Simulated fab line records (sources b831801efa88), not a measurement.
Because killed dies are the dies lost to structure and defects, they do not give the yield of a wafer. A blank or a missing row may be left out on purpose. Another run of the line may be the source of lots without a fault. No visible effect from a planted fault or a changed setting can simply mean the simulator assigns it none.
Which tool did it? + flow gf180mcu + 39 wafers from 13 lots sampled at 3 of the route's 602 steps

WHAT EACH GAUGE READ, for each wafer
GF_M5_OVL_MEAS_08. Usual: M5_OVL -3 nm, standard deviation 5.5.
| lot  | measured     | on         | M5_OVL (nm) | flag |
|------|--------------|------------|-------------|------|
| L146 | day 26 08:10 | overlay-02 | 1 1 6       |      |
| L147 | day 26 16:34 | overlay-01 | -2 -7 -6    |      |
| L149 | day 27 02:00 | overlay-02 | 0 4 3       |      |
| L150 | day 27 13:46 | overlay-02 | 2 0 3       |      |
| L151 | day 28 00:22 | overlay-02 | -16 -15 -11 |      |
| L154 | day 28 22:14 | overlay-02 | -4 -9 -10   |      |
| L155 | day 29 05:40 | overlay-01 | -4 -3 -6    |      |
| L156 | day 29 11:50 | overlay-02 | 3 0 5       |      |
| L157 | day 29 15:05 | overlay-02 | 0 6 -3      |      |
| L164 | day 31 12:51 | overlay-02 | 6 -2 -5     |      |
| L167 | day 32 07:20 | overlay-01 | -13 -9 -7   |      |
| L168 | day 32 10:47 | overlay-01 | 4 3 4       |      |
| L169 | day 32 16:52 | overlay-01 | -4 -4 2     |      |

GF_V5_CD_MEAS_14: target cd 260 nm. Usual: cd-nm 260.0 nm, standard deviation 1.3.
| lot  | measured     | on        | cd-nm (nm)        | flag |
|------|--------------|-----------|-------------------|------|
| L146 | day 27 06:21 | cd-sem-02 | 261.8 261.1 261.3 |      |
| L147 | day 27 14:47 | cd-sem-02 | 260.2 259.9 259.1 |      |
| L149 | day 28 00:02 | cd-sem-02 | 258.1 256.6 257.5 |      |
| L150 | day 28 10:27 | cd-sem-01 | 257.8 257.8 257.7 |      |
| L151 | day 28 21:09 | cd-sem-01 | 258.9 258.8 259.4 |      |
| L154 | day 29 19:05 | cd-sem-01 | 259.7 259.8 260.5 |      |
| L155 | day 30 01:29 | cd-sem-01 | 258.3 258.2 257.9 |      |
| L156 | day 30 07:17 | cd-sem-01 | 261.0 259.7 261.3 |      |
| L157 | day 30 11:05 | cd-sem-01 | 258.3 258.4 259.4 |      |
| L164 | day 32 06:47 | cd-sem-02 | 259.7 260.3 259.7 |      |
| L167 | day 33 00:35 | cd-sem-01 | 261.3 261.4 260.9 |      |
| L168 | day 33 04:42 | cd-sem-01 | 259.5 259.2 261.2 |      |
| L169 | day 33 10:24 | cd-sem-02 | 258.9 259.1 259.7 |      |

WHAT TOOL EACH LOT RAN ON (gives the tool, then ch and the chambers of the sampled wafers, and finally the start)
| lot  | GF_M1_SPUTTER_04             |
|------|------------------------------|
| L146 | pvd-sputter-04, day 16 08:01 |
| L147 | pvd-sputter-01, day 16 17:43 |
| L149 | pvd-sputter-04, day 17 04:04 |
| L150 | pvd-sputter-04, day 17 14:55 |
| L151 | pvd-sputter-04, day 18 02:56 |
| L154 | pvd-sputter-03, day 19 07:04 |
| L155 | pvd-sputter-01, day 19 13:35 |
| L156 | pvd-sputter-01, day 19 22:13 |
| L157 | pvd-sputter-01, day 20 02:26 |
| L164 | pvd-sputter-01, day 22 12:05 |
| L167 | pvd-sputter-03, day 23 13:40 |
| L168 | pvd-sputter-03, day 23 19:19 |
| L169 | pvd-sputter-04, day 24 04:19 |
- GF_M1_SPUTTER_04: material TiN, target thk 50 nm, time 41.7 s.

WHAT THE TOOLS THEMSELVES READ (means of the sampled wafers that have a number; where no wafer has one, the mark that the record gives instead)
GF_M1_SPUTTER_04. Usual: throttle-valve-pct 30.2 %, standard deviation 0.99.
| lot  | tool           | throttle-valve-pct (%) | flag |
|------|----------------|------------------------|------|
| L146 | pvd-sputter-04 | 31.0                   |      |
| L147 | pvd-sputter-01 | 28.9                   |      |
| L149 | pvd-sputter-04 | 30.9                   |      |
| L150 | pvd-sputter-04 | 30.3                   |      |
| L151 | pvd-sputter-04 | 31.2                   |      |
| L154 | pvd-sputter-03 | 29.4                   |      |
| L155 | pvd-sputter-01 | 29.3                   |      |
| L156 | pvd-sputter-01 | 29.4                   |      |
| L157 | pvd-sputter-01 | 29.9                   |      |
| L164 | pvd-sputter-01 | 29.7                   |      |
| L167 | pvd-sputter-03 | 31.0                   |      |
| L168 | pvd-sputter-03 | 30.0                   |      |
| L169 | pvd-sputter-04 | 30.9                   |      |

THE ANSWER, worked out from the rows above alone
Rule: a lot is off if the mean of its wafers that have a number lies more than 3 standard deviations from the usual mean. Also off: a lot with no number at a reading for which 4 or more lots have one. Any other lot the step has rows for is counted as sound. Order of review: gauges by route order, followed by the tools' own readings, for which a lot's mean as printed above is used. The first step at which some lot is off is used, and at that step the reading that is off furthest; a lot without a number counts as furthest.
No lot is off at any reading shown: from this, nothing can be told.

WHAT HAD BEEN PUT IN BY THE SIMULATOR
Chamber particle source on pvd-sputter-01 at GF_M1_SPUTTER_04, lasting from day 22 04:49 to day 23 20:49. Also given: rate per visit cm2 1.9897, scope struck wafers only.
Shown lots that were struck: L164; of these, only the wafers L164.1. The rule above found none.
